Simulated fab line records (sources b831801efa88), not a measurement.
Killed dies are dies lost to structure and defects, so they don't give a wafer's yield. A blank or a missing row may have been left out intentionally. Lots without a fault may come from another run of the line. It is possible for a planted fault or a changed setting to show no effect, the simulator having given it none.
A struck lot beside a sound one / flow sky130 / 14 out of 708 route steps
Sound: these wafers, L964.1, L964.4, L964.6. Wafers struck: L958.1, L958.3, L958.4. The cause is named last.
Per side, at each step with rows, come the tool, then ch with its chambers, and then its first start. Under that, the readings that differ: sound wafers / struck wafers / difference of the means / sigmas: that difference in standard deviations of wafers without a fault.
alike: readings with means less than 2 such deviations apart, plus words and numbers identical on both sides. not compared: withheld readings, readings lacking a value on some wafer, bounds such as >300 that could conceal the same value, and numbers that have no deviation in the record and whose values overlap.
A row with sigmas, a row that says differs or no value, or rows on one side alone: a step with any of these is where the two part. Numbers that don't overlap but have no deviation are shown without sigmas and don't part them. Lack of a reading on every wafer of one side parts them only where that side has two or more wafers.

first, 1 step without rows for these wafers: SKY_VT_ADJUST_HVTR_DEVELOP_06 (develop time 60 s).
SKY_VT_ADJUST_HVTR_CD_MEAS_07: the cd target is 380 nm.
  sound: cd-sem-02 at day 16 05:43; struck: cd-sem-02 at day 13 14:53
reading=cd-nm (nm); sound=382.1 381.6 383.1; struck=378.4 376.6 377.1; difference=-4.9; sigmas=-2
SKY_VT_ADJUST_HVTR_OVL_MEAS_08:
  sound: overlay-02 at day 16 05:50; struck: overlay-01 at day 13 15:00
  alike: VT_ADJUST_HVTR_OVL
next, for these wafers, 1 step has no rows: SKY_VT_ADJUST_HVTR_IMPLANT_09.
SKY_VT_ADJUST_HVTR_STRIP_10: strips in O2/N2.
  sound on plasma-asher-03 ch 0,1, day 16 06:01; struck on plasma-asher-02 ch 0,1, day 13 15:11
  alike: drypump-motor-current-A, oes-product-au, strip-time-to-endpoint-s
  not compared: rf-hours-counter-h
SKY_VT_ADJUST_HVTR_TW_MEAS_11:
  sound: film-metro-04 at day 16 06:07; struck: film-metro-03 at day 13 15:17
  alike: VT_ADJUST_HVTR_TW
then, 6 steps without rows for these wafers: SKY_VT_ADJUST_PCH_DEHYDRATE_00 (time 60 s); SKY_VT_ADJUST_PCH_HMDS_01 (prime time 60 s); SKY_VT_ADJUST_PCH_COAT_02 (resist thk 3000 nm); SKY_VT_ADJUST_PCH_SOFTBAKE_03; SKY_VT_ADJUST_PCH_EXPOSE_04 (exposes mask NWM, target cd 840 nm); SKY_VT_ADJUST_PCH_PEB_05.
SKY_VT_ADJUST_PCH_DEVELOP_06: develop time 60 s.
  sound on litho-track-03 ch 0, day 17 09:00; struck on litho-track-01, day 14 17:00
  no value came back on the struck wafers for chill-plate-temp-C (C), develop-time-s (s); on the sound wafers chill-plate-temp-C (C) reads 22.82 22.87 22.86
SKY_VT_ADJUST_PCH_OVL_MEAS_07:
  sound: overlay-01 at day 17 10:04; struck: overlay-02 at day 14 17:47
reading=VT_ADJUST_PCH_OVL (nm); sound=-1.0 -0.8 0.5; struck=- - -; difference=no value on the struck wafers; sigmas=

WHERE THEY PART
At SKY_VT_ADJUST_HVTR_CD_MEAS_07 first; at SKY_VT_ADJUST_PCH_OVL_MEAS_07 last (within this record only).

WHY: whatever the simulator had introduced
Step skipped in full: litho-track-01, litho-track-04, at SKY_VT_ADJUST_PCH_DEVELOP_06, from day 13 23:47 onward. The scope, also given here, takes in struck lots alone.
